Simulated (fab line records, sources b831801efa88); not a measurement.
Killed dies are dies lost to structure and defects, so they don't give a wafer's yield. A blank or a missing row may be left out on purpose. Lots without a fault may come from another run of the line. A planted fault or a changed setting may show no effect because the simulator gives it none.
A struck lot beside a sound one | flow sky130 | 19 steps out of a route of 708
Sound: wafers L561.4, L561.5, L561.6. Struck: wafer L568.6. (L568.4 of the same lot was not struck and is left out.) The cause comes at the end.
At each step with rows: each side's tool, then ch and its chambers, then its first start. Under that, the readings that differ: sound wafers | struck wafers | difference of the means | sigmas: that difference in standard deviations of wafers without a fault.
alike: readings whose means differ by less than 2 such deviations, and words and numbers that are the same on both sides. not compared: withheld readings, readings that some wafer has no value for, bounds like >300 that may hide the same value, and numbers for which the record gives no deviation and whose values overlap.
The two part at a step that has a row with sigmas, a row that says differs or no value, or rows on one side only. Numbers that don't overlap but have no deviation are shown without sigmas and don't part them. A reading that every wafer of one side lacks parts them only if that side has two wafers or more.

SKY_LI_CONTACT_THK_MEAS_23: measures by xrf.
  sound on film_metro-01, day 31 13:43; struck on film_metro-01, day 33 18:48
  alike: LI_CONTACT_W_THK
SKY_LI_CONTACT_CMP_24: polishes, stops on PSG, t overpolish 20 s, target thk 0 nm.
  sound on cmp-01 ch 1,2,3, day 31 13:53; struck on cmp-01 ch 2, day 33 18:56
  alike: motor_current_A, overpolish_run_s, platen_rpm, time_to_endpoint_s
SKY_LOCAL_INTERCONNECT_SPUTTER_00: material TiN, target thk 100 nm, time 83.3 s.
  sound on pvd_sputter-02, day 31 14:02; struck on pvd_sputter-03, day 33 19:08
  alike: throttle_valve_pct
SKY_LOCAL_INTERCONNECT_RS_MEAS_01: measures by four-point-probe.
  sound on film_metro-04, day 31 14:10; struck on film_metro-04, day 33 19:16
  alike: LOCAL_INTERCONNECT_TIN_RS
SKY_LOCAL_INTERCONNECT_THK_MEAS_02: measures by xrf.
  sound on film_metro-04, day 31 14:16; struck on film_metro-04, day 33 19:21
  alike: LOCAL_INTERCONNECT_TIN_THK
then, 7 steps without rows for these wafers: SKY_LOCAL_INTERCONNECT_DEHYDRATE_03 (time 60 s); SKY_LOCAL_INTERCONNECT_HMDS_04 (prime time 60 s); SKY_LOCAL_INTERCONNECT_COAT_05 (resist thk 60 nm); SKY_LOCAL_INTERCONNECT_COAT_06 (resist thk 450 nm); SKY_LOCAL_INTERCONNECT_SOFTBAKE_07 (time 90 s); SKY_LOCAL_INTERCONNECT_EXPOSE_08 (exposes mask LI1M, target cd 170 nm); SKY_LOCAL_INTERCONNECT_PEB_09.
SKY_LOCAL_INTERCONNECT_DEVELOP_10: develop time 60 s.
  sound on litho_track-02 ch 0, day 32 17:00; struck on litho_track-02 ch 0, day 34 21:00
SKY_LOCAL_INTERCONNECT_CD_MEAS_11: target cd 170 nm.
  sound on cd_sem-02, day 32 17:20; struck on cd_sem-02, day 34 21:39
  reading    | sound             | struck | difference | sigmas
  cd_nm (nm) | 168.6 168.1 167.7 | 181.3  | +13.2      | +9
SKY_LOCAL_INTERCONNECT_OVL_MEAS_12:
  sound on overlay-01, day 32 17:25; struck on overlay-01, day 34 21:44
  alike: LOCAL_INTERCONNECT_OVL
SKY_LOCAL_INTERCONNECT_ETCH_13: etches BARC in N2/H2, stops on SiO2, time 45.9 s, target depth 60 nm.
  sound on rie_metal-01 ch 0,1, day 32 17:28; struck on rie_metal-01 ch 1, day 34 21:46
  reading                             | sound             | struck | difference | sigmas
  model.LOCAL_INTERCONNECT.cd_nm (nm) | 168.6 168.1 167.2 | 181.3  | +13.3      |
  alike: drypump_motor_current_A, oes_product_au, throttle_valve_pct
  not compared: rf_hours_counter_h
SKY_LOCAL_INTERCONNECT_METAL_ETCH_14: etches TiN in Cl2/BCl3, stops on PSG, target depth 110 nm, time 31.4 s.
  sound on rie_metal-01 ch 0,1, day 32 17:31; struck on rie_metal-01 ch 1, day 34 21:49
  reading                             | sound             | struck | difference | sigmas
  model.LOCAL_INTERCONNECT.cd_nm (nm) | 168.8 168.5 167.4 | 181    | +13        |
  alike: drypump_motor_current_A, oes_product_au, throttle_valve_pct
  not compared: rf_hours_counter_h
SKY_LOCAL_INTERCONNECT_STRIP_15: strips in O2/N2.
  sound on plasma_asher-03 ch 0,1, day 32 17:35; struck on plasma_asher-03 ch 0, day 34 21:53
  alike: drypump_motor_current_A, oes_product_au, strip_time_to_endpoint_s
  not compared: rf_hours_counter_h
-- the record jumps here: 14 days lie between the struck wafers' starts before and after (it left off in module LOCAL_INTERCONNECT and takes up again in module PAD_OPEN, whose first step shown is number 708 of the route) --
SKY_PAD_OPEN_PROBE_99:
  the record has rows for the struck wafers here (prober-02, day 49 03:03) and none for the sound ones

WHERE THEY PART
First at SKY_LOCAL_INTERCONNECT_CD_MEAS_11; last, within this record, at SKY_PAD_OPEN_PROBE_99.

WHY: what the simulator had put in
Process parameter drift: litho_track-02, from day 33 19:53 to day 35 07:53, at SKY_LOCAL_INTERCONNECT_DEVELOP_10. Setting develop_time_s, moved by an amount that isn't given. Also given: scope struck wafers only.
